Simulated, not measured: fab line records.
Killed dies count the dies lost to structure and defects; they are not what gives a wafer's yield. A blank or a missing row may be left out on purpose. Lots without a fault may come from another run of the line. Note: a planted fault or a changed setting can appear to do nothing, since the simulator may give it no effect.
Comparing a struck lot with a sound one -- flow gf180mcu -- 20 steps out of a route of 602
Sound: the wafers L688.2, L688.3, L688.4. Struck: wafer L702.6. (L702.4 of the same lot was not struck and is left out.) The cause comes at the end.
Each step with rows lists, per side, the tool, then ch with its chambers, then its first start. Under that, the readings that differ: sound wafers -- struck wafers -- difference of the means -- sigmas: that difference in standard deviations of wafers without a fault.
alike: a reading whose means differ by less than 2 such deviations, as well as words and numbers matching on both sides. not compared: withheld readings; readings where some wafer has no value; bounds like >300 that might hide an equal value; numbers whose values overlap and for which the record gives no deviation.
A row with sigmas, a row that says differs or no value, or rows on one side alone: a step with any of these is where the two part. Non-overlapping numbers with no deviation appear without sigmas and do not part them. Lack of a reading on every wafer of one side parts them only where that side has two or more wafers.

first, 1 step without rows for these wafers: GF_CONTACT_CVD_00 (deposits SiO2, target thk 300 nm, time 50 s).
GF_CONTACT_THK_MEAS_01:
  struck on film_metro-04, day 22 14:32; sound on film_metro-04, day 16 20:49
  alike: CONTACT_CVD_00_THK
GF_CONTACT_CVD_02: deposits SiO2 from TEOS, target thk 860 nm, time 95.992 s.
  sound on pecvd-03 ch 0,1,2, day 16 20:52; struck on pecvd-02 ch 0, day 22 14:37
  alike: heater_power_outer_w, heater_power_w, susceptor_temp_C
GF_CONTACT_THK_MEAS_03:
  struck on film_metro-01, day 22 14:40; sound on film_metro-04, day 16 20:56
reading,sound,struck,difference,sigmas
CONTACT_CVD_02_THK (nm),844 835 851,870,+27,+2
GF_CONTACT_CMP_04: polishes SiO2.
  sound on cmp-02 ch 0,1,3, day 16 20:59; struck on cmp-02 ch 0, day 22 14:45
  alike: motor_current_A, time_to_endpoint_s
GF_CONTACT_BOW_MEAS_05:
  struck on film_metro-01, day 22 15:04; sound on film_metro-01, day 16 21:19
  alike: CONTACT_BOW
then, 6 steps without rows for these wafers: GF_CONTACT_DEHYDRATE_06 (time 60 s); GF_CONTACT_HMDS_07 (prime time 60 s); GF_CONTACT_COAT_08; GF_CONTACT_COAT_09 (resist thk 1000 nm); GF_CONTACT_SOFTBAKE_10 (time 60 s); GF_CONTACT_EXPOSE_11 (exposes mask Contact, target cd 220 nm).
GF_CONTACT_PEB_12: peb time 90 s.
  sound on litho_track-03 ch 0, day 17 19:05; struck on litho_track-01 ch 0, day 23 13:51
reading,sound,struck,difference,sigmas
heater_power_total_W (W),85.68 85.61 85.80,90.05,+4.35,+54
then, 1 step without rows for these wafers: GF_CONTACT_DEVELOP_13 (develop time 60 s).
GF_CONTACT_CD_MEAS_14: target cd 220 nm.
  struck on cd_sem-02, day 23 14:10; sound on cd_sem-02, day 17 19:25
reading,sound,struck,difference,sigmas
cd_nm (nm),220.0 220.0 218.3,214.0,-5.4,-5
GF_CONTACT_OVL_MEAS_15:
  struck on overlay-01, day 23 14:14; sound on overlay-02, day 17 19:31
  alike: CONTACT_OVL
GF_CONTACT_ETCH_16: etches BARC in N2/H2.
  sound on rie_diel-02 ch 0,2,3, day 17 19:33; struck on rie_diel-04 ch 0, day 23 14:17
reading,sound,struck,difference,sigmas
model.CONTACT.cd_nm (nm),220.3 220.8 218.5,213.9,-6.0,
  alike: drypump_motor_current_A, oes_product_au, throttle_valve_pct
GF_CONTACT_ETCH_17: etches SiO2 in C4F8/O2/Ar, stops on CoSi2, target depth 860 nm.
  sound: rie_diel-02 ch 0,2,3; struck: rie_diel-04 ch 0
reading,sound,struck,difference,sigmas
model.CONTACT.cd_nm (nm),220.5 221.5 219.3,213.9,-6.5,
  alike: oes_product_au
GF_CONTACT_STRIP_18: strips in O2/N2.
  sound on plasma_asher-04 ch 0,1, day 17 19:43; struck on plasma_asher-04 ch 0, day 23 14:27
  alike: drypump_motor_current_A, heater_power_w, oes_product_au
  not compared: rf_hours_counter_h
-- the record jumps here: 11 days lie between the struck wafers' starts before and after (it left off in module CONTACT and takes up again in module PASSIVATION, whose first step shown is number 602 of the route) --
GF_PASSIVATION_PROBE_99:
  rows exist in the record for the struck wafers here (prober-01, day 34 13:17), but not for the sound ones

WHERE THEY PART
Earliest at GF_CONTACT_THK_MEAS_03; latest, in this record, at GF_PASSIVATION_PROBE_99.

WHY: whatever the simulator had introduced
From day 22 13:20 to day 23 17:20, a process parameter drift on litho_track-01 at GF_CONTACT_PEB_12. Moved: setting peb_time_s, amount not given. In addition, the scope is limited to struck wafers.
